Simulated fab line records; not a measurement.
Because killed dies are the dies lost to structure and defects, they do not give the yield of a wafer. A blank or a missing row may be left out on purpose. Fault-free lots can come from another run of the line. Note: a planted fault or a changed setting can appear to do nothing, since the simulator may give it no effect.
Which tool is to blame? | flow gf180mcu | 40 wafers from 14 lots sampled at 4 of the route's 602 steps

## WHAT THE GAUGES READ, wafer by wafer
GF_POLY_GATE_THK_MEAS_17. Usual: POLY_GATE_OXIDATION_THK typically reads 4.00 nm, with standard deviation 0.078.
lot  | measured     | on            | POLY_GATE_OXIDATION_THK (nm) | flag
L791 | day 9 01:12  | film metro-02 | 4.03 4.10 4.05               |
L795 | day 10 13:05 | film metro-03 | 4.09 4.07 4.06               |
L794 | day 10 13:07 | film metro-02 | 4.15 4.07 4.14               |
L796 | day 11 03:56 | film metro-03 | 4.03 3.86 3.95               |
L797 | day 11 14:43 | film metro-02 | 3.96 4.00 3.97               |
L799 | day 12 00:11 | film metro-01 | 3.91 3.94 3.96               |
L798 | day 12 01:06 | film metro-02 | 3.90                         |
L800 | day 12 11:17 | film metro-02 | 3.98 3.99 3.95               |
L801 | day 12 16:41 | film metro-03 | 4.01 3.96 3.99               |
L809 | day 14 17:07 | film metro-02 | 4.07 4.17 4.03               |
L811 | day 15 02:59 | film metro-02 | 3.95 3.97 4.06               |
L812 | day 15 11:58 | film metro-03 | 4.05 4.09 4.01               |
L813 | day 15 19:26 | film metro-02 | 4.03 4.11 4.24               |
L814 | day 16 03:59 | film metro-03 | 3.94 4.05 3.95               |

GF_HV_LDD_TW_MEAS_23. Usual: HV_LDD_2_TW typically reads 1055, with standard deviation 13.
lot  | measured     | on            | HV_LDD_2_TW    | flag
L791 | day 10 12:17 | film metro-04 | 1056 1053 1060 |
L795 | day 12 02:09 | film metro-03 | 1059 1064 1056 |
L794 | day 12 02:56 | film metro-03 | 1061 1059 1055 |
L796 | day 12 19:01 | film metro-04 | 1062 1062 1062 |
L797 | day 13 05:46 | film metro-01 | 1027 1028 1022 |
L799 | day 13 15:04 | film metro-04 | 1056 1054 1048 |
L798 | day 13 16:52 | film metro-01 | 1031           |
L800 | day 14 03:49 | film metro-03 | 1067 1063 1066 |
L801 | day 14 09:19 | film metro-01 | 1030 1028 1028 |
L809 | day 16 12:43 | film metro-01 | 1046 1048 1042 |
L811 | day 16 23:16 | film metro-03 | 1070 1062 1061 |
L812 | day 17 09:28 | film metro-03 | 1071 1079 1069 |
L813 | day 17 18:16 | film metro-01 | 1055 1051 1057 |
L814 | day 18 01:55 | film metro-04 | 1054 1055 1049 |

GF_HV_LDD_CD_MEAS_46: target cd 400 nm. Usual: cd nm reads 400.2 nm (standard deviation 2.3).
lot  | measured     | on        | cd nm (nm)                          | flag
L791 | day 12 01:31 | cd sem-02 | 398.9 402.1 399.3                   |
L795 | day 13 17:46 | cd sem-02 | 399.5 400.1 400.7                   |
L794 | day 13 18:58 | cd sem-02 | 398.5 397.7 398.5                   |
L796 | day 14 11:55 | cd sem-02 | 400.3 401.1 402.4                   |
L797 | day 15 00:03 | cd sem-01 | 403.1 401.7 397.7                   |
L799 | day 15 09:18 | cd sem-02 | 398.8 606.4 396.6 399.4 606.5 396.7 | OFF
L798 | day 15 11:39 | cd sem-01 | 609.2 609.4                         | OFF
L800 | day 15 22:51 | cd sem-01 | 397.4 399.4 396.9                   |
L801 | day 16 05:26 | cd sem-02 | 405.1 404.4 403.9                   |
L809 | day 18 10:46 | cd sem-01 | 400.6 399.3 398.2                   |
L811 | day 19 05:28 | cd sem-02 | 399.5 400.8 399.8                   |
L812 | day 19 09:21 | cd sem-02 | 402.1 399.4 398.7                   |
L813 | day 19 18:04 | cd sem-01 | 401.6 400.7 400.8                   |
L814 | day 20 02:06 | cd sem-02 | 399.9 399.2 399.5                   |

## WHICH TOOL RAN EACH LOT (tool, then ch and the chambers of the sampled wafers, then the start)
lot  | GF_HV_LDD_COAT_41
L791 | litho track-04 ch 0, day 11 15:59
L795 | litho track-01 ch 0, day 13 07:27
L794 | litho track-01 ch 0, day 13 08:28
L796 | litho track-04 ch 0, day 14 00:44
L797 | litho track-04 ch 0, day 14 13:27
L799 | litho track-04 ch 0, day 14 22:14
L798 | litho track-04 ch 0, day 15 00:47
L800 | litho track-01 ch 0, day 15 11:54
L801 | litho track-01 ch 0, day 15 18:25
L809 | litho track-01 ch 0, day 17 23:42
L811 | litho track-02 ch 0, day 18 17:35
L812 | litho track-04 ch 0, day 18 21:12
L813 | litho track-01 ch 0, day 19 05:46
L814 | litho track-01 ch 0, day 19 14:00
- GF_HV_LDD_COAT_41: resist thk 1000 nm.

## WHAT THE TOOLS THEMSELVES READ (means of the sampled wafers that have a number; where no wafer has one, the mark that the record gives instead)
The record holds no such reading with a usual standard deviation.

## THE ANSWER, worked out from the rows above alone
Rule: a lot counts as off when the mean over its wafers that have a number is more than 3 standard deviations away from the usual mean. A lot without any number at a reading at which 4 lots or more have one is off too. All remaining lots with rows at the step are treated as sound. Order of review: gauges by route order, followed by the tools' own readings, for which a lot's mean as printed above is used. At the first step where some lot is off, the reading lying furthest off is the one used; lots without a number count as furthest.
Off: L799, L798, at GF_HV_LDD_CD_MEAS_46 (cd nm).
A tool fits if, at a process step before that reading, it ran every lot that is off, and no sound lot after the first of them. The gauges at GF_HV_LDD_CD_MEAS_46 are tried like those tools. None of those tried fits.

## WHAT THE SIMULATOR HAD PUT IN
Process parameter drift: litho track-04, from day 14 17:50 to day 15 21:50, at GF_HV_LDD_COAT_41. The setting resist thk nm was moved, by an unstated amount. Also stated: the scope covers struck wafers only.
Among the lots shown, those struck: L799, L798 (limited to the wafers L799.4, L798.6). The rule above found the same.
